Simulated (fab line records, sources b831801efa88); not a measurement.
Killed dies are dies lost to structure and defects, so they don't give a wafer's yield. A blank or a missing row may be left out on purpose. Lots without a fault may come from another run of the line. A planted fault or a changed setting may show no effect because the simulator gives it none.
One fault seen from 2 desks | flow gf180mcu | each desk has only its own numbers; what lay behind them comes last

THE TOOL OWNER'S DESK: plasma_asher-04
The tool's own readings at GF_DUAL_GATE_STRIP_13 (strips in O2/N2): means of the sampled wafers that have a number, for each lot that ran on this tool. A lot is out of limits, marked OUT, if its mean lies more than 4 standard deviations from the usual mean; the brackets give that distance.
Columns: A = drypump_motor_current_A at GF_DUAL_GATE_STRIP_13, usual 6.2 A; B = heater_power_w at GF_DUAL_GATE_STRIP_13, usual 360 W; C = oes_product_au at GF_DUAL_GATE_STRIP_13, usual 0.716 a.u.; D = strip_time_to_endpoint_s at GF_DUAL_GATE_STRIP_13, usual 12.63 s
lot  | first seen here | A   | B   | C     | D
L391 | day 8 21:47     | 6.5 | 344 | 0.722 | 12.58
L397 | day 10 16:44    | 6.4 | 347 | 0.714 | 12.66
L400 | day 11 14:24    | 6.3 | 352 | 0.717 | 12.64
L401 | day 11 19:03    | 6.4 | 346 | 0.712 | 12.64
L412 | day 14 23:21    | 6.4 | 345 | 0.721 | 12.61
This desk's finding: nothing out of limits on any of the 5 lots.

THE METROLOGY DESK
What the gauges read, lot by lot, whatever tool the lot ran on: means of the sampled wafers that have a number. A lot is out of limits, marked OUT, if its mean lies more than 4 standard deviations from the usual mean; the brackets give that distance.
Columns: A = V5_W_THK at GF_V5_THK_MEAS_25, usual 337 nm
lot  | first seen here | A
L389 | day 27 03:53    | 335
L390 | day 27 18:52    | 335
L391 | day 27 23:47    | 338
L397 | day 29 18:11    | 336
L400 | day 30 14:50    | 334
L401 | day 30 17:49    | 337
L406 | day 32 05:51    | 343
L407 | day 32 15:12    | 339
L409 | day 32 23:47    | 341
L410 | day 33 02:29    | 343
L411 | day 33 09:31    | 341
L412 | day 33 14:04    | 336
This desk's finding: nothing out of limits on any of the 12 lots.

PUT TOGETHER
The tool owner's desk saw nothing out of limits.
The metrology desk saw nothing out of limits.

WHAT THE SIMULATOR HAD PUT IN
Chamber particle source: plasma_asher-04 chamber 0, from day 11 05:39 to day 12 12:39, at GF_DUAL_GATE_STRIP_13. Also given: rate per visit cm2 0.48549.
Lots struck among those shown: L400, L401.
